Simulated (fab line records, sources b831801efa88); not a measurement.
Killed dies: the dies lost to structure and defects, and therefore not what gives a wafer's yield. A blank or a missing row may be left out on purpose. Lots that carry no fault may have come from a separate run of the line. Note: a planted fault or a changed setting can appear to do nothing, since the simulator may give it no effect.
Which tool was responsible?	flow gf180mcu	14 lots with 42 wafers sampled at 5 steps, on a route of 602 steps

WHAT EACH GAUGE READ, for each wafer
GF_PSD_RS_MEAS_15: measurement is done with a four-point probe.
lot	measured	on	PSD_RS (ohm/sq)
L740	day 14 23:29	film-metro-03	109.0 109.1 108.7
L741	day 15 01:58	film-metro-03	109.0 109.0 109.0
L743	day 16 00:23	film-metro-04	108.6 108.8 108.8
L742	day 16 01:20	film-metro-03	109.4 109.1 109.2
L744	day 16 15:19	film-metro-03	109.6 109.3 109.6
L746	day 16 22:31	film-metro-03	109.2 109.1 109.1
L748	day 17 19:32	film-metro-04	109.1 109.4 109.4
L749	day 18 08:18	film-metro-03	109.5 109.4 109.6
L750	day 18 10:50	film-metro-03	110.1 110.1 109.4
L752	day 19 11:35	film-metro-04	109.1 108.9 108.9
L753	day 19 12:41	film-metro-04	109.1 109.3 109.3
L754	day 19 15:27	film-metro-04	109.1 108.8 109.2
L755	day 20 07:06	film-metro-03	109.4 109.5 109.6
L760	day 22 03:11	film-metro-04	109.8 109.5 109.6

GF_SALICIDE_RS_MEAS_04: measurement is done with a four-point probe.
lot	measured	on	SALICIDE_TIN_RS (ohm/sq)
L740	day 15 21:08	film-metro-03	16.5 16.1 16.5
L741	day 16 00:46	film-metro-03	16.0 16.3 16.1
L743	day 16 22:50	film-metro-03	15.9 16.0 15.9
L742	day 17 00:11	film-metro-04	15.8 15.7 15.5
L744	day 17 14:32	film-metro-03	15.9 16.1 15.8
L746	day 17 22:21	film-metro-04	15.9 16.4 16.1
L748	day 18 20:05	film-metro-02	15.5 16.0 16.0
L749	day 19 08:13	film-metro-04	16.3 16.0 16.4
L750	day 19 11:35	film-metro-03	15.7 15.8 16.0
L752	day 20 12:22	film-metro-03	16.7 16.5 16.4
L753	day 20 13:26	film-metro-03	25.9 24.9 25.9
L754	day 20 15:52	film-metro-04	16.8 16.7 16.6
L755	day 21 07:55	film-metro-02	25.6 24.3 24.5
L760	day 23 02:33	film-metro-03	16.1 15.9 15.9

WHAT TOOL EACH LOT RAN ON (gives the tool, then ch and the chambers of the sampled wafers, and finally the start)
lot	GF_PSD_RTA_13	GF_SALICIDE_SPUTTER_02	GF_SALICIDE_SPUTTER_03
L740	rtp-anneal-02 ch 0, day 14 23:17	pvd-sputter-02, day 15 21:05	pvd-sputter-02, day 15 21:07
L741	rtp-anneal-01 ch 0, day 15 01:44	pvd-sputter-03, day 16 00:39	pvd-sputter-03, day 16 00:41
L743	rtp-anneal-02 ch 0, day 16 00:10	pvd-sputter-04, day 16 22:44	pvd-sputter-04, day 16 22:46
L742	rtp-anneal-01 ch 0, day 16 01:07	pvd-sputter-04, day 17 00:06	pvd-sputter-04, day 17 00:07
L744	rtp-anneal-02 ch 0, day 16 15:07	pvd-sputter-03, day 17 14:28	pvd-sputter-03, day 17 14:30
L746	rtp-anneal-02 ch 0, day 16 22:19	pvd-sputter-03, day 17 22:16	pvd-sputter-03, day 17 22:17
L748	rtp-anneal-01 ch 0, day 17 19:19	pvd-sputter-03, day 18 20:00	pvd-sputter-03, day 18 20:02
L749	rtp-anneal-01 ch 0, day 18 08:04	pvd-sputter-02, day 19 08:07	pvd-sputter-02, day 19 08:09
L750	rtp-anneal-01 ch 0, day 18 10:37	pvd-sputter-03, day 19 11:28	pvd-sputter-03, day 19 11:29
L752	rtp-anneal-01 ch 0, day 19 11:23	pvd-sputter-02, day 20 12:18	pvd-sputter-02, day 20 12:20
L753	rtp-anneal-02 ch 0, day 19 12:23	pvd-sputter-03, day 20 13:23	pvd-sputter-03, day 20 13:25
L754	rtp-anneal-02 ch 0, day 19 15:14	pvd-sputter-02, day 20 15:49	pvd-sputter-02, day 20 15:50
L755	rtp-anneal-02 ch 0, day 20 06:54	pvd-sputter-03, day 21 07:51	pvd-sputter-03, day 21 07:53
L760	rtp-anneal-02 ch 0, day 22 02:59	pvd-sputter-02, day 23 02:30	pvd-sputter-02, day 23 02:32
- GF_PSD_RTA_13: time 20 s.
- GF_SALICIDE_SPUTTER_02: material Co, target thk 10 nm, time 20 s.
- GF_SALICIDE_SPUTTER_03: material TiN, target thk 20 nm, time 16.7 s.

AS READ BY THE TOOLS THEMSELVES (means over the sampled wafers that have a number; for cases with no such wafer, the mark the record gives instead)
GF_PSD_RTA_13.
lot	tool	lamp-power-pct (%)	wafer_temp_C_max
L740	rtp-anneal-02	34.8	1030.8
L741	rtp-anneal-01	32.2	1030.5
L743	rtp-anneal-02	34.7	1031.8
L742	rtp-anneal-01	32.2	1030.9
L744	rtp-anneal-02	34.7	1031.0
L746	rtp-anneal-02	34.8	1030.2
L748	rtp-anneal-01	32.3	1031.5
L749	rtp-anneal-01	32.2	1030.6
L750	rtp-anneal-01	32.3	1031.9
L752	rtp-anneal-01	32.2	1031.6
L753	rtp-anneal-02	34.8	1031.2
L754	rtp-anneal-02	34.7	1031.8
L755	rtp-anneal-02	34.8	1030.6
L760	rtp-anneal-02	34.8	1031.5

GF_SALICIDE_SPUTTER_02.
lot	tool	throttle-valve-pct (%)
L740	pvd-sputter-02	29.4
L741	pvd-sputter-03	29.3
L743	pvd-sputter-04	30.2
L742	pvd-sputter-04	30.3
L744	pvd-sputter-03	29.8
L746	pvd-sputter-03	30.4
L748	pvd-sputter-03	30.9
L749	pvd-sputter-02	29.8
L750	pvd-sputter-03	30.9
L752	pvd-sputter-02	29.6
L753	pvd-sputter-03	30.2
L754	pvd-sputter-02	29.8
L755	pvd-sputter-03	30.3
L760	pvd-sputter-02	29.6

GF_SALICIDE_SPUTTER_03.
lot	tool	throttle-valve-pct (%)
L740	pvd-sputter-02	29.5
L741	pvd-sputter-03	29.4
L743	pvd-sputter-04	30.3
L742	pvd-sputter-04	30.3
L744	pvd-sputter-03	29.7
L746	pvd-sputter-03	30.4
L748	pvd-sputter-03	31.0
L749	pvd-sputter-02	30.0
L750	pvd-sputter-03	31.0
L752	pvd-sputter-02	29.7
L753	pvd-sputter-03	30.3
L754	pvd-sputter-02	29.7
L755	pvd-sputter-03	30.5
L760	pvd-sputter-02	29.6

THE ANSWER, worked out from the rows above alone
Rule: what is usual is taken from the lots themselves. Put in order of their means at a reading, lots are off if they are a third of the lots or fewer, leave a main group of 4 or more, and stand apart from it by a gap of 3 or more times the standard deviation of the main group's means; of several such gaps the widest counts. Not used: any main group whose means are identical at the precision the tables above print for the reading. Also off: a lot with no number at a reading for which 4 or more lots have one. Any other lot the step has rows for is counted as sound. Order of review: gauges by route order, followed by the tools' own readings, for which a lot's mean as printed above is used. The first step at which some lot is off is used, and at that step the reading that is off furthest; a lot without a number counts as furthest.
Off: at GF_SALICIDE_RS_MEAS_04 (SALICIDE_TIN_RS), L753, L755. For the main group the mean is 16.1 ohm/sq and the standard deviation 0.29.
A tool fits if, at a process step before that reading, it ran every lot that is off, and no sound lot after the first of them. Those tools and the gauges at GF_SALICIDE_RS_MEAS_04 are tried in the same way. One fits: GF_SALICIDE_SPUTTER_02 and GF_SALICIDE_SPUTTER_03 on pvd-sputter-03. At GF_SALICIDE_SPUTTER_02 its last sound lot is L750 (day 19 11:28), its first lot that is off L753 (day 20 13:23): a fault that began between those two fits.

WHAT THE SIMULATOR HAD PUT IN
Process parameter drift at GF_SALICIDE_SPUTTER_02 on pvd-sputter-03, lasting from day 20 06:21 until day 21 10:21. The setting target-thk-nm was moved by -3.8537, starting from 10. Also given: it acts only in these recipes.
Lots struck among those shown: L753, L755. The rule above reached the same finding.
